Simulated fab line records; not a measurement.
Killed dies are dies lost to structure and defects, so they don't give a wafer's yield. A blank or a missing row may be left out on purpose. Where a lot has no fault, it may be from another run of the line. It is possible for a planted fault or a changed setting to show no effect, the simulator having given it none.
The same fault as seen by 2 desks -- flow gf180mcu -- only its own numbers are on each desk; what lay behind them is given at the end

== TOOL OWNER'S DESK, pvd_sputter-02 ==
The tool's own readings at GF_V1_SPUTTER_21 (material Ti, target thk 15 nm, time 80.02 s): means of the sampled wafers that have a number, for each lot that ran on this tool. If a lot's mean is further than 4 standard deviations from the usual mean, the lot is out of limits and carries the mark OUT (the distance appears in the brackets).
Columns: A = throttle_valve_pct at GF_V1_SPUTTER_21, usual 30.2 %
lot,first seen here,A
L936,day 20 05:18,29.8
L938,day 21 03:10,30.1
L941,day 22 04:22,30.2
This desk found nothing out of limits on any of the 3 lots.

== THE METROLOGY DESK ==
What the gauges read, lot by lot, whatever tool the lot ran on: means of the sampled wafers that have a number. If a lot's mean is further than 4 standard deviations from the usual mean, the lot is out of limits and carries the mark OUT (the distance appears in the brackets).
Columns: A = cd_nm at GF_V1_CD_MEAS_14, usual 260.2 nm; B = V1_OVL at GF_V1_OVL_MEAS_15, usual 1 nm
lot,first seen here,A,B
L934,day 19 09:44,259.3,0
L936,day 20 04:27,259.6,5
L938,day 21 02:18,259.3,1
L941,day 22 03:35,259.9,-4
L950,day 24 22:22,261.4,-2
L952,day 25 13:24,260.4,2
This desk found nothing out of limits on any of the 6 lots.

== PUT TOGETHER ==
Nothing out of limits was seen by the tool owner's desk.
At the metrology desk, nothing out of limits was observed.

== WHAT WAS PUT IN BY THE SIMULATOR ==
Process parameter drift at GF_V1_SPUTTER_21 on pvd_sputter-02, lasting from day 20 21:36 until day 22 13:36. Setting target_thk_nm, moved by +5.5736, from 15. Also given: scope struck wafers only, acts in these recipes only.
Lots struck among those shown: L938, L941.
